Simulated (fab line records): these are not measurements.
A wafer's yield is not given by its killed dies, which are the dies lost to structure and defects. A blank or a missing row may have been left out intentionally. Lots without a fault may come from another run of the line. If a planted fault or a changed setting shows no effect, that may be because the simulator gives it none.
Matching of chambers | flow sky130 | rieDiel-02 running SKY_METAL3_ETCH_17: 4 sister chambers
The step etches SiO2 in C4F8/O2/Ar, stops on TiN, time 3.9 s, target depth 15 nm. 4 wafers are shown with their chamber, then 7 later ones without.

## WAFERS, EACH WITH ITS CHAMBER
wafer  | chamber | chamberPressureMTorr (mTorr)
L324.3 | 1       | 39.97
L331.3 | 0       | 39.98
L331.5 | 2       | 39.97
L336.4 | 3       | 39.97

## WAFERS WITHOUT THEIR CHAMBER
wafer  | chamberPressureMTorr (mTorr)
L336.5 | 40.02
L339.1 | 40.04
L339.3 | 39.95
L339.5 | 40.03
L340.1 | 40.01
L340.3 | 40.06
L340.6 | 40.03

## WHICH CHAMBER EACH WENT THROUGH
wafer  | from the rows above               | in truth
L336.5 | can't be placed: 0 or 1 or 2 or 3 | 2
L339.1 | can't be placed: 0 or 1 or 2 or 3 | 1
L339.3 | can't be placed: 1 or 2 or 3 or 0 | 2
L339.5 | can't be placed: 0 or 1 or 2 or 3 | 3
L340.1 | can't be placed: 0 or 1 or 2 or 3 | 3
L340.3 | can't be placed: 0 or 1 or 2 or 3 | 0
L340.6 | can't be placed: 0 or 1 or 2 or 3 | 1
Correctly placed: 0 of 7. Can't be placed from these rows: 7 (the true chamber is among the candidates in 7). 0 placed wrongly.
How it was worked out, from the rows above alone: a wafer's distance from a chamber is the root of the sum, over the readings, of the square of ((its reading less the chamber's mean) divided by the reading's scatter). The wafer belongs to the nearest chamber; if the next one is less than 2 further off, it can't be placed. A chamber's mean is the mean of its shown wafers. The scatter (one wafer shown for each chamber): square how far every hidden wafer sits from the nearest shown wafer, average those squares and take the square root.
